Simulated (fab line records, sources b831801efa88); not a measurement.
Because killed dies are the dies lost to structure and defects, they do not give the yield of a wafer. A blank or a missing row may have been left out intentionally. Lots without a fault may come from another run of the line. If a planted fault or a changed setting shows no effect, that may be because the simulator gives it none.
Tool commonality check + flow sky130 + 13 lots and 39 wafers in the sample

THE REASON FOR OPENING IT
At SKY_LDD_HVN_TW_MEAS_10 the reading LDD_HVN_TW is flagged on 1 of 13 lots. No-fault wafers: 1439, standard deviation 12.
Rule: a lot is flagged in two cases, either no wafer of it has a number, or all its wafers with numbers fall more than 4 standard deviations from that mean. As for the other lots, they are considered sound.

| lot  | measured     | on            | LDD_HVN_TW, wafer by wafer | flag    |
|------|--------------|---------------|----------------------------|---------|
| L428 | day 21 09:26 | film_metro-03 | 1432 1434 1429             |         |
| L429 | day 21 19:28 | film_metro-01 | 1434 1444 1437             |         |
| L431 | day 22 11:05 | film_metro-03 | 1430 1423 1433             |         |
| L433 | day 23 03:02 | film_metro-03 | 1436 1435 1441             |         |
| L432 | day 23 05:43 | film_metro-01 | 1455 1462 1453             |         |
| L436 | day 23 15:38 | film_metro-02 | 1434 1438 1434             |         |
| L437 | day 25 02:46 | film_metro-03 | 30 30 30                   | FLAGGED |
| L444 | day 26 14:36 | film_metro-02 | 1437 1427 1435             |         |
| L445 | day 26 17:31 | film_metro-03 | 1430 1417 1427             |         |
| L447 | day 27 11:53 | film_metro-03 | 1427 1430 1433             |         |
| L448 | day 27 19:46 | film_metro-01 | 1450 1453 1454             |         |
| L449 | day 27 21:35 | film_metro-02 | 1435 1432 1439             |         |
| L450 | day 28 07:20 | film_metro-03 | 1427 1430 1428             |         |
The numbers of the flagged lots are 30 on average: -1409 against the usual, or -99 or more standard deviations.

WHICH TOOL RAN EACH LOT
The record holds 3 process steps before the reading, out of a route of 708 steps. In each cell: the tool, then ch and the chambers that the sampled wafers went through, then the start.
| lot  | flag    | SKY_VT_ADJUST_HVTP_STRIP_10          | SKY_LDD_P_STRIP_10                   | SKY_LDD_HVN_STRIP_09                 |
|------|---------|--------------------------------------|--------------------------------------|--------------------------------------|
| L428 |         | plasma_asher-03 ch 0,1, day 6 22:37  | plasma_asher-02 ch 0,1, day 20 01:58 | plasma_asher-02 ch 0,1, day 21 09:21 |
| L429 |         | plasma_asher-01 ch 0,1, day 6 22:43  | plasma_asher-04 ch 0,1, day 20 11:57 | plasma_asher-04 ch 0,1, day 21 19:22 |
| L431 |         | plasma_asher-03 ch 0,1, day 7 16:41  | plasma_asher-04 ch 0,1, day 21 03:49 | plasma_asher-04 ch 0,1, day 22 10:59 |
| L433 |         | plasma_asher-01 ch 0,1, day 7 23:13  | plasma_asher-02 ch 0,1, day 21 20:03 | plasma_asher-04 ch 0,1, day 23 02:56 |
| L432 |         | plasma_asher-01 ch 0,1, day 8 01:24  | plasma_asher-02 ch 0,1, day 21 22:35 | plasma_asher-01 ch 0,1, day 23 05:37 |
| L436 |         | plasma_asher-03 ch 0,1, day 8 12:16  | plasma_asher-02 ch 0,1, day 22 09:25 | plasma_asher-02 ch 0,1, day 23 15:33 |
| L437 | FLAGGED | plasma_asher-04 ch 0, day 8 23:37    | plasma_asher-04 ch 1, day 23 20:26   | plasma_asher-04 ch 0,1, day 25 02:39 |
| L444 |         | plasma_asher-03 ch 0,1, day 10 12:21 | plasma_asher-03 ch 0,1, day 25 08:53 | plasma_asher-04 ch 0,1, day 26 14:30 |
| L445 |         | plasma_asher-04 ch 0,1, day 10 17:20 | plasma_asher-03 ch 0,1, day 25 11:17 | plasma_asher-01 ch 0,1, day 26 17:26 |
| L447 |         | plasma_asher-04 ch 0,1, day 11 09:22 | plasma_asher-03 ch 0,1, day 26 07:07 | plasma_asher-02 ch 0,1, day 27 11:48 |
| L448 |         | plasma_asher-01 ch 0,1, day 11 14:38 | plasma_asher-02 ch 0,1, day 26 14:36 | plasma_asher-01 ch 0,1, day 27 19:39 |
| L449 |         | plasma_asher-03 ch 0,1, day 11 18:12 | plasma_asher-03 ch 0,1, day 26 17:00 | plasma_asher-02 ch 0,1, day 27 21:29 |
| L450 |         | plasma_asher-04 ch 0,1, day 12 01:19 | plasma_asher-04 ch 0,1, day 27 02:17 | plasma_asher-02 ch 0,1, day 28 07:14 |
These steps, and what they do:
- SKY_VT_ADJUST_HVTP_STRIP_10: strips in O2/N2.
- SKY_LDD_P_STRIP_10: strips in O2/N2.
- SKY_LDD_HVN_STRIP_09: strips in O2/N2.
- SKY_LDD_HVN_TW_MEAS_10

FLAGGED AGAINST TOTAL, ONE TOOL AT A TIME (gauges that did the reading follow at the end)
| step                        | tool            | lots run | flagged | share of the flagged lots | sound lots run after its first flagged lot |
|-----------------------------|-----------------|----------|---------|---------------------------|--------------------------------------------|
| SKY_VT_ADJUST_HVTP_STRIP_10 | plasma_asher-01 | 4        | 0       | none                      | -                                          |
| SKY_VT_ADJUST_HVTP_STRIP_10 | plasma_asher-03 | 5        | 0       | none                      | -                                          |
| SKY_VT_ADJUST_HVTP_STRIP_10 | plasma_asher-04 | 4        | 1       | all                       | 3 (L445,L447,L450)                         |
| SKY_LDD_P_STRIP_10          | plasma_asher-02 | 5        | 0       | none                      | -                                          |
| SKY_LDD_P_STRIP_10          | plasma_asher-03 | 4        | 0       | none                      | -                                          |
| SKY_LDD_P_STRIP_10          | plasma_asher-04 | 4        | 1       | all                       | 1 (L450)                                   |
| SKY_LDD_HVN_STRIP_09        | plasma_asher-01 | 3        | 0       | none                      | -                                          |
| SKY_LDD_HVN_STRIP_09        | plasma_asher-02 | 5        | 0       | none                      | -                                          |
| SKY_LDD_HVN_STRIP_09        | plasma_asher-04 | 5        | 1       | all                       | 1 (L444)                                   |
| SKY_LDD_HVN_TW_MEAS_10      | film_metro-01   | 3        | 0       | none                      | -                                          |
| SKY_LDD_HVN_TW_MEAS_10      | film_metro-02   | 3        | 0       | none                      | -                                          |
| SKY_LDD_HVN_TW_MEAS_10      | film_metro-03   | 7        | 1       | all                       | 3 (L445,L447,L450)                         |

WHAT THE TABLE PERMITS
4 rows of the table ran every flagged lot: plasma_asher-04 at SKY_VT_ADJUST_HVTP_STRIP_10, plasma_asher-04 at SKY_LDD_P_STRIP_10, plasma_asher-04 at SKY_LDD_HVN_STRIP_09, film_metro-03 at SKY_LDD_HVN_TW_MEAS_10.
- plasma_asher-04 at SKY_VT_ADJUST_HVTP_STRIP_10: 1 of its 4 lots flagged. Sound lots followed the first flagged one (L445, L447, L450) on it, something a lasting fault affecting the whole tool could not allow.
- plasma_asher-04 at SKY_LDD_P_STRIP_10: 1 of its 4 lots flagged. Sound lots followed the first flagged one (L450) on it, something a lasting fault affecting the whole tool could not allow. Its own readings lie more than 4 standard deviations out on every wafer of the flagged lots: oes_product_au.
- plasma_asher-04 at SKY_LDD_HVN_STRIP_09: 1 of its 5 lots flagged. Sound lots followed the first flagged one (L444) on it, something a lasting fault affecting the whole tool could not allow. Its own readings lie more than 4 standard deviations out on every wafer of the flagged lots: oes_product_au, strip_time_to_endpoint_s.
- film_metro-03 at SKY_LDD_HVN_TW_MEAS_10: 1 of its 7 lots flagged. Sound lots followed the first flagged one (L445, L447, L450) on it, something a lasting fault affecting the whole tool could not allow.
There is no row in the table that ran each flagged lot and no sound lot after the first.

WHAT THE SIMULATOR HAD PUT IN
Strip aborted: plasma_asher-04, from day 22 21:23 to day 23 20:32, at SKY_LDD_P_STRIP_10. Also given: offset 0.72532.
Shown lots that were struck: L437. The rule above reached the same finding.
